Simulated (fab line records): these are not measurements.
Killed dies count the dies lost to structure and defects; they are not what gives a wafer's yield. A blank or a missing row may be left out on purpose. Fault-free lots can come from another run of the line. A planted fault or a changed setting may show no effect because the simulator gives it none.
The same fault as seen by 2 desks / flow sky130 / each desk has only its own numbers; what lay behind them comes last

FROM THE METROLOGY DESK
Means of the sampled wafers that have a number, per lot and without regard to the tool the lot ran on: this is what the gauges read. If a lot's mean is further than 4 standard deviations from the usual mean, the lot is out of limits and carries the mark OUT (the distance appears in the brackets).
Columns: A = VIA2_HDPCVD_THK at SKY_VIA2_THK_MEAS_01, usual 1173 nm
lot=L677; first seen here=day 35 14:26; A=1172
lot=L680; first seen here=day 36 11:14; A=1177
lot=L683; first seen here=day 37 11:29; A=1184
lot=L684; first seen here=day 38 08:40; A=1148
lot=L687; first seen here=day 38 19:20; A=1163
lot=L688; first seen here=day 39 01:25; A=1179
lot=L696; first seen here=day 41 05:26; A=1174
lot=L697; first seen here=day 41 11:08; A=1189
lot=L698; first seen here=day 41 21:26; A=1199
lot=L699; first seen here=day 42 04:25; A=1186
This desk found nothing out of limits on any of the 10 lots.

FOR THE TOOL OWNER'S DESK: rie_metal-03
The tool's own readings at SKY_METAL2_METAL_ETCH_19 (etches the open film in Cl2/BCl3, stops on SiO2, target depth 360 nm, time 78 s): means of the sampled wafers that have a number, for each lot that ran on this tool. If a lot's mean is further than 4 standard deviations from the usual mean, the lot is out of limits and carries the mark OUT (the distance appears in the brackets).
Columns: A = bias_w at SKY_METAL2_METAL_ETCH_19, usual 48.48 W; B = drypump_motor_current_A at SKY_METAL2_METAL_ETCH_19, usual 5.7 A; C = oes_product_au at SKY_METAL2_METAL_ETCH_19, usual 0.855 a.u.; D = throttle_valve_pct at SKY_METAL2_METAL_ETCH_19, usual 22.264 %
lot=L680; first seen here=day 36 10:16; A=48.51; B=5.4; C=0.851; D=22.274
lot=L683; first seen here=day 37 10:41; A=48.51; B=6.1; C=0.858; D=22.259
lot=L684; first seen here=day 38 07:52; A=60.00 (+89) OUT; B=5.4; C=0.853; D=22.269
lot=L687; first seen here=day 38 18:28; A=52.46 (+31) OUT; B=6.1; C=0.858; D=22.268
This desk finds L684, L687 out of limits, L684 being first, at day 38 07:52 (bias_w at SKY_METAL2_METAL_ETCH_19). In limits: L680, L683.

BROUGHT TOGETHER
At day 38 07:52, on L684, L687, the tool owner's desk was in a position to raise an alarm.
The metrology desk saw nothing out of limits.
The metrology desk holds a record of L684, L687, inside its limits.
Every lot named ran SKY_METAL2_METAL_ETCH_19 on rie_metal-03.

WHAT WAS PUT IN BY THE SIMULATOR
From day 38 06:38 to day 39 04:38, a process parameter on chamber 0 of rie_metal-03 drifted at SKY_METAL2_METAL_ETCH_19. Setting bias_w, moved by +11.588, from 48.5. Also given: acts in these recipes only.
Lots struck among those shown: L684, L687.
Hours from the fault's start to each desk's first reading out of limits: the tool owner's desk, 1.
